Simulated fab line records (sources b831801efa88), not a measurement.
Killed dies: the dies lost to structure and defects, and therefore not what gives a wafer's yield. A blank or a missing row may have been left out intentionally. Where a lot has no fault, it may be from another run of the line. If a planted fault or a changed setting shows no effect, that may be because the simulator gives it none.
Which tool did it? ; flow sky130 ; 7 lots (21 wafers sampled), 1 step of a 708-step route

## WHAT THE GAUGES SHOWED, per wafer
SKY_VT_ADJUST_HVTR_OVL_MEAS_08.
lot;measured;on;VT_ADJUST_HVTR_OVL (nm)
L349;day 9 17:25;overlay-02;-0.1 -0.3 0.3
L352;day 10 17:16;overlay-02;-1.5 -1.0 -3.0
L358;day 12 14:05;overlay-01;2.0 2.0 0.9
L365;day 14 15:47;overlay-01;0.3 0.6 2.1
L367;day 15 15:50;overlay-01;-0.7 0.4 2.2
L369;day 15 23:35;overlay-02;1.0 0.4 1.6
L371;day 16 15:14;overlay-01;2.2 3.6 0.8

## WHAT TOOL EACH LOT RAN ON (gives the tool, then ch and the chambers of the sampled wafers, and finally the start)
Before these readings, the record contains no process step.

## THE ANSWER, worked out from the rows above alone
Rule: what is usual is taken from the lots themselves. Put in order of their means at a reading, lots are off if they are a third of the lots or fewer, leave a main group of 4 or more, and stand apart from it by a gap of 3 or more times the standard deviation of the main group's means; of several such gaps the widest counts. The tables above print the reading to a certain number of digits; a main group whose means all agree to those digits is not used. A lot without any number at a reading at which 4 lots or more have one is off too. All remaining lots with rows at the step are treated as sound.
Nothing can be told from this: no lot is off at any reading shown.

## WHAT THE SIMULATOR PUT IN
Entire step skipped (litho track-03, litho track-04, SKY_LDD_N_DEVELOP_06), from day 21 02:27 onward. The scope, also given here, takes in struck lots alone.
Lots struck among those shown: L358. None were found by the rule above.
